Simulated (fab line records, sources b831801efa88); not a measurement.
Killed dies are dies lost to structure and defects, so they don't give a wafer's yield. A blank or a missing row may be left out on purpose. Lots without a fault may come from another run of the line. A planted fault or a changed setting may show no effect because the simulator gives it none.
A struck lot beside a sound one | flow sky130 | 17 steps out of a route of 708
Sound: wafers L840.1, L840.3, L840.4. Struck: wafer L854.6. (L854.3 of the same lot was not struck and is left out.) The cause comes at the end.
At each step with rows: each side's tool, then ch and its chambers, then its first start. Under that, the readings that differ: sound wafers | struck wafers | difference of the means | sigmas: that difference in standard deviations of wafers without a fault.
alike: readings whose means differ by less than 2 such deviations, and words and numbers that are the same on both sides. not compared: withheld readings, readings that some wafer has no value for, bounds like >300 that may hide the same value, and numbers for which the record gives no deviation and whose values overlap.
The two part at a step that has a row with sigmas, a row that says differs or no value, or rows on one side only. Numbers that don't overlap but have no deviation are shown without sigmas and don't part them. A reading that every wafer of one side lacks parts them only if that side has two wafers or more.

SKY_METAL2_THK_MEAS_06: measures by xrf.
  sound on film_metro-03, day 35 04:35; struck on film_metro-03, day 39 10:23
  alike: METAL2_ALCU_THK
then, 8 steps without rows for these wafers: SKY_METAL2_DEHYDRATE_07 (time 60 s); SKY_METAL2_HMDS_08 (prime time 60 s); SKY_METAL2_COAT_09 (resist thk 60 nm); SKY_METAL2_COAT_10 (resist thk 450 nm); SKY_METAL2_SOFTBAKE_11 (time 90 s); SKY_METAL2_EXPOSE_12 (exposes mask MM2, target cd 140 nm); SKY_METAL2_PEB_13; SKY_METAL2_DEVELOP_14 (develop time 60 s).
SKY_METAL2_CD_MEAS_15: target cd 140 nm.
  sound on cd_sem-01, day 36 07:02; struck on cd_sem-02, day 40 11:45
  alike: cd_nm
SKY_METAL2_OVL_MEAS_16:
  sound on overlay-01, day 36 07:10; struck on overlay-01, day 40 11:50
  alike: METAL2_OVL
SKY_METAL2_DESCUM_17: chemistry O2, time 8 s.
  sound on rie_metal-03 ch 0,1, day 36 07:12; struck on rie_metal-03 ch 0, day 40 11:53
  reading               | sound             | struck | difference | sigmas
  oes_product_au (a.u.) | 1.018 1.011 1.014 | 0.998  | -0.016     | -2
  alike: drypump_motor_current_A, he_backside_leak_sccm
  not compared: rf_hours_counter_h
SKY_METAL2_ETCH_18: etches BARC in N2/H2, stops on SiO2, time 45.9 s, target depth 60 nm.
  sound on rie_metal-03 ch 0,1, day 36 07:14; struck on rie_metal-03 ch 0, day 40 11:55
  reading                                       | sound             | struck | difference | sigmas
  oes_product_au (a.u.)                         | 0.853 0.855 0.863 | 0.767  | -0.090     | -20
  model.KrF-thick_of_METAL2_COAT_10.thk_nm (nm) | 391.3 390.2 390.5 | 407.8  | +17.1      |
  model.etch.depth_nm (nm)                      | 60.09 60.12 60.03 | 49.07  | -11.01     |
  model.METAL2.cd_nm (nm)                       | 141.2 140.6 141   | 144.6  | +3.7       |
  alike: drypump_motor_current_A, he_backside_leak_sccm, throttle_valve_pct
  not compared: rf_hours_counter_h
SKY_METAL2_METAL_ETCH_19: etches the open film in Cl2/BCl3, stops on SiO2, target depth 360 nm, time 78 s.
  sound on rie_metal-03 ch 0,1, day 36 07:17; struck on rie_metal-03 ch 0, day 40 11:59
  reading                                       | sound             | struck | difference | sigmas
  model.KrF-thick_of_METAL2_COAT_10.thk_nm (nm) | 152.3 154.2 152.5 | 171.2  | +18.2      |
  model.METAL2.cd_nm (nm)                       | 139.6 141.3 140   | 143.9  | +3.6       |
  alike: drypump_motor_current_A, he_backside_leak_sccm, oes_product_au, throttle_valve_pct
  not compared: rf_hours_counter_h
SKY_METAL2_STRIP_20: strips in O2/N2.
  sound on plasma_asher-01 ch 0,1, day 36 07:23; struck on plasma_asher-04 ch 1, day 40 12:05
  reading                      | sound             | struck | difference | sigmas
  strip_time_to_endpoint_s (s) | 2.627 2.655 2.638 | 2.837  | +0.197     | +7
  alike: drypump_motor_current_A, oes_product_au
  not compared: rf_hours_counter_h
then, 1 step without rows for these wafers: SKY_METAL2_STRIP_21 (strips in post etch residue remover, time 1200 s).
-- the record jumps here: 10 days lie between the struck wafers' starts before and after (it left off in module METAL2 and takes up again in module PAD_OPEN, whose first step shown is number 708 of the route) --
SKY_PAD_OPEN_PROBE_99:
  sound on prober-01, day 47 01:29; struck on prober-02, day 50 03:56
  reading                                | sound              | struck | difference | sigmas
  model.etest.tester.sort_n_pass         | 403 411 414        | 58     | -351       |
  model.etest.tester.sort_yield_pct (%)  | 81.91 83.54 84.15  | 11.79  | -71.41     |
  model.etest.tester.sort_bin_3_pct (%)  | 0.6098 1.016 1.016 | 71.14  | +70.26     |
  model.etest.licon_poly.short           | 0 0 0              | 1      | +1         |
  model.etest.res_iso_pwell.short        | 0 0 0              | 1      | +1         |
  model.etest.via4_chain.short           | 0 0 0              | 1      | +1         |
  model.etest.met4.short                 | 0 0 0              | 1      | +1         |
  model.etest.sram_pfet_latch.over_limit | 0 0 0              | 1      | +1         |
  alike: defect_limited_yield, killed_at_M0_to_M3, killed_at_M4_up, killed_at_contacts, killed_at_front_end, killed_at_other, killed_dies, killed_open, killed_short

WHERE THEY PART
First at SKY_METAL2_DESCUM_17; last, within this record, at SKY_METAL2_STRIP_20. Later steps at which nothing parts them and some readings are alike: SKY_PAD_OPEN_PROBE_99.

WHY: what the simulator had put in
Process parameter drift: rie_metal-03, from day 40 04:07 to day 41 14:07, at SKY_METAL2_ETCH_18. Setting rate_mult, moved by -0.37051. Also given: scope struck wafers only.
